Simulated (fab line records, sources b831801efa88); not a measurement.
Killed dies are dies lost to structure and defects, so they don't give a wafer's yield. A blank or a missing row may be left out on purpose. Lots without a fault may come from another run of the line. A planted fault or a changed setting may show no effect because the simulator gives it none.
fab line records | flow sky130
record lots=6 wafers=16 last_day=50
route steps=708 shown LI_CONTACT@385 LOCAL_INTERCONNECT@387 PAD_OPEN@708
lots that met no fault: from a run of the same line without faults
start_h: hours from the record's first day to the start of the lot's first wafer shown | wait_h: hours since the lot's step before | " the same as in the row above | L1.1+2: a row that stands for several wafers | - no value, or no start given | * or withheld: withheld | < > ~ a bound
route shown NAME@n: a module of which the file shows steps, and the number in the route of the first | usual: mean/standard deviation of fault-free wafers | same: alike in all rows | chamber/n: place in a boat | sites: the reading at each site | _std_site: their standard deviation | _edge_site: outer sites' mean less inner sites' | radius_mm: how far each site lies from the wafer's centre | mask NAME#n: copy n | behind: the tool/chamber that last shaped the wafer | hold: why the lot was held/for how many hours/how that ended | device: the transistor (n, p or np) that didn't switch | end of line: the same wafers' tests at the end of the route | a step without rows: its recipe alone | killed: dies lost to structure and defects at the first sort, not the wafer's yield | map: a wafer's dies, x killed, . not, _ none there
set.NAME: the setting as run; set.NAME@STEP: as run at that earlier step | model.NAME: the simulator's own value behind a step, which no gauge read
lots at some steps of the route; a table a step, a row a wafer
services: from which hour (start_h, from the record's first day; less than 0 if before it) a tool's chamber was out of use, for how many hours, and why
## steps
# step SKY_LI_CONTACT_THK_MEAS_23
# recipe thk_meas_gauge=xrf reads=W_of_LI_CONTACT_CVD_21
# usual LI_CONTACT_W_THK=408/7.5
# columns lot.wafer tool chamber start_h wait_h LI_CONTACT_W_THK[nm]
L557.1 film_metro-04 - 714.95 0.1 401
L557.2 " - " " 415
L557.5 " - " " 417
L561.4 film_metro-01 - 733.71 0.1 418
L561.5 " - " " 420
L561.6 " - " " 413
L565.4 film_metro-01 - 765.65 0.1 417
L565.6 " - " " 414
L568.4 film_metro-01 - 786.80 0.1 411
L568.6 " - " " 405
L571.4 film_metro-04 - 813.26 0.1 412
L571.5 " - " " 408
L571.6 " - " " 419
L577.1 film_metro-02 - 855.38 0.1 405
L577.2 " - " " 412
L577.3 " - " " 409
# step SKY_LI_CONTACT_CMP_24
# recipe stop_on=PSG t_overpolish_s=20 down_force_psi=3.5 platen_rpm=60 target_thk_nm=0 pad_velocity_m_s=0.94248
# usual motor_current_A=10.0/0.85 overpolish_run_s=20.000/0.0099 platen_rpm=60.00/0.04 time_to_endpoint_s=98/3.7
# columns lot.wafer tool chamber start_h wait_h motor_current_A overpolish_run_s platen_rpm time_to_endpoint_s
L557.2 cmp-02 1 715.01 0.0 11.3 20.007 60.02 106
L557.1 " 0 " " 9.6 19.993 59.98 98
L557.5 " 1 " " 10.0 20.004 60.06 107
L561.4 cmp-01 1 733.89 0.2 11.0 19.995 59.98 98
L561.5 " 2 " " 10.3 19.992 60.00 95
L561.6 " 3 " " 10.1 20.013 59.99 95
L565.4 cmp-02 2 765.83 0.2 8.9 20.004 60.03 108
L565.6 " 3 " " 10.2 19.989 59.95 99
L568.4 cmp-01 3 786.93 0.1 9.9 20.001 60.02 97
L568.6 " 2 " " 10.0 19.995 59.99 94
L571.4 cmp-01 3 813.39 0.1 10.5 20.004 60.04 96
L571.5 " 1 " " 11.9 19.997 59.93 98
L571.6 " 2 " " 10.2 19.980 60.07 97
L577.2 cmp-02 0 855.61 0.2 9.2 19.997 60.01 98
L577.3 " 2 " " 8.7 20.006 60.02 100
L577.1 " 3 " " 9.7 20.005 60.03 95
# step SKY_LOCAL_INTERCONNECT_SPUTTER_00
# recipe material=TiN target_thk_nm=100 temp_c=300 power_w=6500 time_s=83.3 chamber_pressure_pa=0.4
# usual throttle_valve_pct=29.9/1
# columns lot.wafer tool chamber start_h wait_h throttle_valve_pct
L557.1 pvd_sputter-03 - 715.31 0.1 31.2
L557.2 " - " " 30.2
L557.5 " - " " 30.8
L561.4 pvd_sputter-02 - 734.04 0.1 30.8
L561.5 " - " " 29.9
L561.6 " - " " 30.7
L565.4 pvd_sputter-03 - 765.98 0.1 30.5
L565.6 " - " " 29.1
L568.4 pvd_sputter-03 - 787.13 0.1 30.0
L568.6 " - " " 30.7
L571.4 pvd_sputter-03 - 813.59 0.1 29.4
L571.5 " - " " 29.1
L571.6 " - " " 30.8
L577.1 pvd_sputter-04 - 855.91 0.1 32.1
L577.2 " - " " 29.2
L577.3 " - " " 28.5
# step SKY_LOCAL_INTERCONNECT_RS_MEAS_01
# recipe thk_meas_gauge=four-point-probe reads=TiN_of_LOCAL_INTERCONNECT_SPUTTER_00
# usual LOCAL_INTERCONNECT_TIN_RS=14.21/0.13
# columns lot.wafer tool chamber start_h wait_h LOCAL_INTERCONNECT_TIN_RS[ohm/sq]
L557.1 film_metro-03 - 715.37 0.0 14.33
L557.2 " - " " 14.32
L557.5 " - " " 14.20
L561.4 film_metro-04 - 734.17 0.1 14.04
L561.5 " - " " 14.16
L561.6 " - " " 13.97
L565.4 film_metro-04 - 766.11 0.1 14.29
L565.6 " - " " 14.22
L568.4 film_metro-04 - 787.26 0.1 13.98
L568.6 " - " " 14.08
L571.4 film_metro-02 - 813.71 0.1 14.18
L571.5 " - " " 14.08
L571.6 " - " " 14.06
L577.1 film_metro-02 - 855.98 0.0 14.09
L577.2 " - " " 14.37
L577.3 " - " " 14.29
# step SKY_LOCAL_INTERCONNECT_THK_MEAS_02
# recipe thk_meas_gauge=xrf reads=TiN_of_LOCAL_INTERCONNECT_SPUTTER_00
# usual LOCAL_INTERCONNECT_TIN_THK=99.7/1.1
# columns lot.wafer tool chamber start_h wait_h LOCAL_INTERCONNECT_TIN_THK[nm]
L557.1 film_metro-03 - 715.49 0.1 99.2
L557.2 " - " " 99.4
L557.5 " - " " 100.7
L561.4 film_metro-04 - 734.26 0.1 100.8
L561.5 " - " " 100.3
L561.6 " - " " 101.5
L565.4 film_metro-04 - 766.20 0.1 98.6
L565.6 " - " " 99.0
L568.4 film_metro-04 - 787.35 0.1 99.8
L568.6 " - " " 99.4
L571.4 film_metro-02 - 813.80 0.1 99.3
L571.5 " - " " 100.1
L571.6 " - " " 100.1
L577.1 film_metro-02 - 856.10 0.1 100.2
L577.2 " - " " 98.7
L577.3 " - " " 98.8
# step SKY_LOCAL_INTERCONNECT_DEHYDRATE_03
# recipe temp_c=200 time_s=60
# step SKY_LOCAL_INTERCONNECT_HMDS_04
# recipe prime_time_s=60 prime_temp_c=120
# step SKY_LOCAL_INTERCONNECT_COAT_05
# recipe resist=BARC temp_c=withheld time_s=withheld spin_rpm=3000 resist_thk_nm=60
# step SKY_LOCAL_INTERCONNECT_COAT_06
# recipe resist=KrF-thick spin_rpm=3000 resist_thk_nm=450
# step SKY_LOCAL_INTERCONNECT_SOFTBAKE_07
# recipe temp_c=100 time_s=90 resist=KrF-thick
# step SKY_LOCAL_INTERCONNECT_EXPOSE_08
# recipe mask_id=LI1M na=0.8 source_shape=annular sigma_inner=0.55 sigma_outer=0.85 target_cd_nm=170 dose_mj=28
# step SKY_LOCAL_INTERCONNECT_PEB_09
# recipe peb_temp_c=withheld peb_time_s=withheld resist=KrF-thick
# step SKY_LOCAL_INTERCONNECT_DEVELOP_10
# recipe develop_time_s=60 resist=KrF-thick dev_temp_c=21
# columns lot.wafer tool chamber start_h wait_h
L557.1+2+5 litho_track-02 0 743 -
L561.4+5+6 litho_track-02 0 761 -
L565.4+6 litho_track-02 0 792 -
L568.4+6 litho_track-02 0 813 -
L571.4+5+6 litho_track-04 0 840 -
L577.1+2+3 litho_track-03 0 881 -
# step SKY_LOCAL_INTERCONNECT_CD_MEAS_11
# recipe target_cd_nm=170
# usual cd_nm=170.4/1.5
# columns lot.wafer tool chamber start_h wait_h cd_nm
L557.1 cd_sem-02 - 743.28 - 167.4
L557.2 " - " " 168.5
L557.5 " - " " 168.9
L561.4 cd_sem-02 - 761.34 - 168.6
L561.5 " - " " 168.1
L561.6 " - " " 167.7
L565.4 cd_sem-02 - 792.24 - 172.2
L565.6 " - " " 181.2
L568.4 cd_sem-02 - 813.65 - 170.9
L568.6 " - " " 181.3
L571.4 cd_sem-01 - 840.28 - 171.7
L571.5 " - " " 170.4
L571.6 " - " " 170.3
L577.1 cd_sem-02 - 881.71 - 169.0
L577.2 " - " " 171.3
L577.3 " - " " 172.6
# step SKY_LOCAL_INTERCONNECT_OVL_MEAS_12
# usual LOCAL_INTERCONNECT_OVL=2/6
# columns lot.wafer tool chamber start_h wait_h LOCAL_INTERCONNECT_OVL[nm]
L557.1 overlay-01 - 743.40 0.1 1
L557.2 " - " " -4
L557.5 " - " " 0
L561.4 overlay-01 - 761.42 0.1 5
L561.5 " - " " -5
L561.6 " - " " 4
L565.4 overlay-02 - 792.32 0.1 13
L565.6 " - " " 5
L568.4 overlay-01 - 813.73 0.1 -2
L568.6 " - " " 0
L571.4 overlay-02 - 840.36 0.1 8
L571.5 " - " " 6
L571.6 " - " " 3
L577.1 overlay-01 - 881.83 0.1 1
L577.2 " - " " -5
L577.3 " - " " -9
# step SKY_LOCAL_INTERCONNECT_ETCH_13
# recipe chemistry=N2/H2 target=BARC ion_energy_ev=200 bias_w=100 pressure_mtorr=30 n2_flow_sccm=100 h2_flow_sccm=200 icp_w=500 stop_on=SiO2 time_s=45.9 target_depth_a=600
# usual drypump_motor_current_A=6.0/0.55 oes_product_au=0.855/0.0049 throttle_valve_pct=13.225/0.0083
# columns lot.wafer tool chamber start_h wait_h drypump_motor_current_A oes_product_au rf_hours_counter_h throttle_valve_pct model.LOCAL_INTERCONNECT.cd_nm
L557.1 rie_metal-01 1 743.44 0.0 5.4 0.851 7 13.224 167.7
L557.2 " 1 " " 5.4 0.848 - 13.217 168.8
L557.5 " 1 " " 5.3 0.852 - 13.215 169
L561.4 rie_metal-01 0 761.46 0.0 5.5 0.855 - 13.227 168.6
L561.5 " 1 " " 5.4 0.859 - 13.230 168.1
L561.6 " 0 " " 5.5 0.863 - 13.236 167.2
L565.4 rie_metal-02 0 792.36 0.0 6.0 0.856 - 13.216 172.2
L565.6 " 1 " " 6.7 0.855 - 13.246 181.1
L568.4 rie_metal-01 1 813.77 0.0 5.4 0.856 - 13.231 170.9
L568.6 " 1 " " 5.4 0.865 - 13.219 181.3
L571.4 rie_metal-02 1 840.40 0.0 6.7 0.854 - 13.220 171.5
L571.5 " 1 " " 6.7 0.854 - 13.213 170.1
L571.6 " 0 " " 6.0 0.850 - 13.221 169.8
L577.1 rie_metal-02 1 881.87 0.0 6.7 0.864 10 13.219 168.4
L577.2 " 0 " " 6.0 0.861 16 13.219 171
L577.3 " 0 " " 6.0 0.860 - 13.237 172.7
# step SKY_LOCAL_INTERCONNECT_METAL_ETCH_14
# recipe target_depth_nm=110 stop_on=PSG chemistry=Cl2/BCl3 target=TiN resist_sidewall_deg=88 pressure_mtorr=10 icp_w=900 bias_w=48.5 Cl2_flow_sccm=60 bcl3_flow_sccm=30 time_s=31.4
# usual drypump_motor_current_A=6.0/0.54 oes_product_au=0.939/0.0069 throttle_valve_pct=21.902/0.0093
# columns lot.wafer tool chamber start_h wait_h drypump_motor_current_A oes_product_au rf_hours_counter_h throttle_valve_pct model.LOCAL_INTERCONNECT.cd_nm
L557.1 rie_metal-01 1 743.56 0.1 5.4 0.927 7 21.892 167.3
L557.2 " 1 " " 5.3 0.933 - 21.904 168.6
L557.5 " 1 " " 5.3 0.932 - 21.901 168.9
L561.4 rie_metal-01 0 761.52 0.0 5.5 0.947 - 21.901 168.8
L561.5 " 1 " " 5.4 0.946 - 21.918 168.5
L561.6 " 0 " " 5.5 0.952 - 21.884 167.4
L565.4 rie_metal-02 0 792.42 0.0 6.0 0.936 - 21.907 173.7
L565.6 " 1 " " 6.7 0.938 - 21.903 180
L568.4 rie_metal-01 1 813.82 0.0 5.4 0.946 - 21.891 170.6
L568.6 " 1 " " 5.4 0.938 - 21.897 181
L571.4 rie_metal-02 1 840.45 0.0 6.6 0.938 - 21.904 170.4
L571.5 " 1 " " 6.6 0.949 - 21.920 168.9
L571.6 " 0 " " 6.0 0.944 - 21.900 171.7
L577.1 rie_metal-02 1 881.93 0.0 6.6 0.947 10 21.913 166.8
L577.2 " 0 " " 6.0 0.938 16 21.915 171.8
L577.3 " 0 " " 6.0 0.944 - 21.890 174.1
# step SKY_LOCAL_INTERCONNECT_STRIP_15
# recipe chemistry=O2/N2 power_w=1400 pressure_mtorr=1500 platen_temp_c=withheld o2_flow_sccm=3000 n2_flow_sccm=300 overash_fraction=0.5
# usual drypump_motor_current_A=5.5/0.47 oes_product_au=0.428/0.0045 strip_time_to_endpoint_s=4.731/0.025
# columns lot.wafer tool chamber start_h wait_h drypump_motor_current_A oes_product_au rf_hours_counter_h strip_time_to_endpoint_s
L557.1 plasma_asher-02 0 743.66 0.1 6.3 0.436 62 4.738
L557.2 " 1 " " 5.2 0.425 62 4.727
L557.5 " 1 " " 5.2 0.426 - 4.715
L561.4 plasma_asher-03 0 761.58 0.1 5.0 0.428 - 4.726
L561.5 " 1 " " 5.1 0.420 - 4.756
L561.6 " 0 " " 5.0 0.427 - 4.733
L565.4 plasma_asher-03 0 792.48 0.1 5.0 0.424 - 4.754
L565.6 " 1 " " 5.0 0.428 - 4.764
L568.4 plasma_asher-03 1 813.89 0.1 5.1 0.430 - 4.725
L568.6 " 0 " " 5.0 0.428 - 4.785
L571.4 plasma_asher-04 1 840.52 0.1 5.5 0.431 - 4.719
L571.5 " 0 " " 6.0 0.420 - 4.727
L571.6 " 1 " " 5.5 0.420 - 4.699
L577.1 plasma_asher-02 1 881.98 0.0 5.2 0.425 74 4.734
L577.2 " 0 " " 6.2 0.431 74 4.747
L577.3 " 0 " " 6.3 0.431 - 4.761
# step SKY_PAD_OPEN_PROBE_99
# usual killed_at_M0_to_M3=44/7.5 killed_at_M4_up=3.2/1.9 killed_at_contacts=23/4.7 killed_at_front_end=15/4.7 killed_at_other=0.4/0.66 killed_dies=87/9.3 killed_open=47/7.2 killed_short=39/6.5
# same gross_dies=492 killed_at_back_side=0
# columns lot.wafer tool chamber start_h wait_h killed_at_M0_to_M3 killed_at_M4_up killed_at_contacts killed_at_front_end killed_at_other killed_dies killed_open killed_short model.etest.res_li.line_ohm_um
L557.1 prober-01 - 1106.97 0.1 43 1 20 8 1 73 46 27 76.72
L557.2 prober-01 - 1107.02 0.1 52 6 21 13 0 92 49 43 75.96
L557.5 prober-01 - 1107.17 0.2 50 6 20 11 0 87 43 44 75.38
L565.4 prober-01 - 1144.91 0.2 46 10 18 15 1 90 50 40 73.85
L565.6 prober-01 - 1145.01 0.2 43 2 27 15 0 87 54 31 71.07
L568.4 prober-02 - 1154.95 0.2 47 2 19 24 0 92 59 32 73.71
L568.6 prober-02 - 1155.05 0.2 66 0 26 14 1 107 59 48 70.07
L571.4 prober-02 - 1173.63 0.2 58 6 20 11 0 95 51 44 75.01
L571.5 prober-02 - 1173.68 0.2 42 2 27 18 0 89 56 32 75.28
L571.6 prober-02 - 1173.73 0.2 36 2 28 18 1 85 43 40 73.81
L577.1 prober-02 - 1199.69 0.1 38 5 22 12 0 77 31 46 76.2
L577.2 prober-02 - 1199.74 0.1 43 0 27 16 0 86 44 38 74.94
L577.3 prober-02 - 1199.79 0.2 29 2 25 16 0 72 36 36 73.9
# killed by level:class
L557.1 VIA1:geometric_particle:open=14 LI_CONTACT:geometric_particle:open=8 CONTACT:geometric_particle:open=7 VIA2:geometric_particle:open=6 VIA1:geometric_particle:short=4 VIA3:geometric_particle:open=4 FIELD_ISO:geometric_particle:open=3 METAL1:geometric_particle:short=3
L557.2 VIA1:geometric_particle:open=13 LI_CONTACT:geometric_particle:open=10 VIA1:geometric_particle:short=7 VIA3:geometric_particle:open=7 FIELD_ISO:geometric_particle:short=6 LI_CONTACT:geometric_particle:short=4 METAL1:geometric_particle:short=4 METAL2:geometric_particle:short=4
L557.5 VIA1:geometric_particle:open=10 VIA1:geometric_particle:short=9 VIA3:geometric_particle:open=6 LI_CONTACT:geometric_particle:open=6 CONTACT:geometric_particle:open=6 METAL2:geometric_particle:short=6 FIELD_ISO:geometric_particle:short=5 CONTACT:geometric_particle:short=5
L565.4 VIA1:geometric_particle:open=11 VIA2:geometric_particle:open=9 METAL4:geometric_particle:short=8 CONTACT:geometric_particle:open=8 VIA3:geometric_particle:open=6 METAL1:geometric_particle:short=5 VIA1:geometric_particle:short=5 FIELD_ISO:geometric_particle:short=4
L565.6 VIA1:geometric_particle:open=11 CONTACT:geometric_particle:open=9 LI_CONTACT:geometric_particle:open=8 VIA2:geometric_particle:open=7 LOCAL_INTERCONNECT:geometric_particle:short=6 METAL1:geometric_particle:short=5 METAL1:geometric_particle:open=5 VIA1:geometric_particle:short=5
L568.4 VIA1:geometric_particle:open=10 POLY_GATE:geometric_particle:open=8 VIA3:geometric_particle:open=8 LI_CONTACT:geometric_particle:open=7 METAL1:geometric_particle:short=7 VIA2:geometric_particle:open=6 FIELD_ISO:geometric_particle:open=5 CONTACT:geometric_particle:open=4
L568.6 VIA2:geometric_particle:open=14 VIA1:geometric_particle:open=13 CONTACT:geometric_particle:open=12 METAL1:geometric_particle:short=10 METAL2:geometric_particle:short=9 VIA3:geometric_particle:short=6 POLY_GATE:geometric_particle:short=6 LI_CONTACT:geometric_particle:open=5
L571.4 VIA1:geometric_particle:open=11 CONTACT:geometric_particle:open=9 VIA2:geometric_particle:open=9 VIA3:geometric_particle:open=8 CONTACT:geometric_particle:short=6 VIA1:geometric_particle:short=6 METAL2:geometric_particle:short=6 METAL4:geometric_particle:short=5
L571.5 CONTACT:geometric_particle:open=16 VIA3:geometric_particle:open=8 VIA1:geometric_particle:open=8 LI_CONTACT:geometric_particle:open=7 METAL1:geometric_particle:short=7 POLY_GATE:geometric_particle:short=5 VIA1:geometric_particle:short=5 FIELD_ISO:geometric_particle:open=4
L571.6 VIA1:geometric_particle:open=10 CONTACT:geometric_particle:open=8 FIELD_ISO:geometric_particle:open=7 LOCAL_INTERCONNECT:geometric_particle:short=7 VIA3:geometric_particle:open=7 LI_CONTACT:geometric_particle:open=6 FIELD_ISO:geometric_particle:short=5 VIA1:geometric_particle:short=5
L577.1 METAL2:geometric_particle:short=10 LOCAL_INTERCONNECT:geometric_particle:short=6 CONTACT:geometric_particle:open=6 METAL1:geometric_particle:short=5 VIA3:geometric_particle:short=5 VIA3:geometric_particle:open=5 FIELD_ISO:geometric_particle:open=4 LI_CONTACT:geometric_particle:open=4
L577.2 FIELD_ISO:geometric_particle:short=9 CONTACT:geometric_particle:open=9 VIA1:geometric_particle:open=9 METAL2:geometric_particle:short=9 VIA3:geometric_particle:open=7 LI_CONTACT:geometric_particle:open=6 FIELD_ISO:geometric_particle:open=4 LI_CONTACT:geometric_particle:short=4
L577.3 VIA1:geometric_particle:open=8 LI_CONTACT:geometric_particle:open=6 VIA3:geometric_particle:open=6 LOCAL_INTERCONNECT:geometric_particle:short=6 CONTACT:geometric_particle:open=6 METAL2:geometric_particle:short=6 POLY_GATE:geometric_particle:short=5 POLY_GATE:geometric_particle:open=4
## services
# columns tool chamber start_h hours kind
cmp-02 - 693.61 1.4 repair
pvd_sputter-03 - 693.82 0.8 repair
cmp-01 - 696.99 0.6 repair
rie_metal-01 0 698.94 1.9 repair
rie_metal-01 1 700.08 1.3 repair
plasma_asher-03 - 712.82 2.8 pm
pvd_sputter-02 - 715.47 8.5 repair
rie_metal-01 0 719.84 3.6 repair
pvd_sputter-04 - 720.17 10.2 repair
cmp-01 - 726.60 5.5 pm
rie_metal-01 0 742.35 17.8 repair
cmp-02 - 744.00 4.0 pm
plasma_asher-02 - 787.73 2.8 pm
cmp-02 - 793.30 0.3 repair
rie_metal-02 1 798.33 10.3 repair
plasma_asher-02 - 798.73 13.0 repair
rie_metal-01 - 810.00 2.5 repair
cmp-01 - 819.73 0.9 repair
cmp-02 - 822.34 0.8 repair
pvd_sputter-03 - 825.67 2.4 repair
cmp-01 - 831.29 63.6 repair
rie_metal-02 - 841.42 2.8 pm
cmp-01 - 841.77 2.3 repair
pvd_sputter-03 - 873.19 15.0 repair
## key
first_sign step=SKY_LOCAL_INTERCONNECT_CD_MEAS_11 reading=cd_nm direction=up sigmas=7.3 usual=170.4 struck=181.2
effect none on later readings
model_effect step=SKY_LOCAL_INTERCONNECT_ETCH_13 value=LOCAL_INTERCONNECT.cd_nm without=169.8 struck=181.2
model_effect step=SKY_LOCAL_INTERCONNECT_METAL_ETCH_14 value=LOCAL_INTERCONNECT.cd_nm without=169.1 struck=180.5
model_effect step=SKY_PAD_OPEN_PROBE_99 value=etest.res_li.line_ohm_um without=75.29 struck=70.57
met_at SKY_LOCAL_INTERCONNECT_DEVELOP_10
struck_wafers L565.6,L568.6
tester_left_out L565,L568
onset_between 761 792
fault kind=process_parameter_drift tool=litho_track-02 chamber=- onset_h=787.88 steps=SKY_LOCAL_INTERCONNECT_DEVELOP_10 channel=develop_time_s offset=* shape=step end_h=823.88 scope=struck_wafers_only acts_in=* stated=*
# tester_left_out: of these lots the tester's yield and bins aren't shown, on N5 and GAA mostly nor the transistor test; their killed dies are dies lost to structure and defects alone, not to doping, threshold or leakage, so they don't give the yield
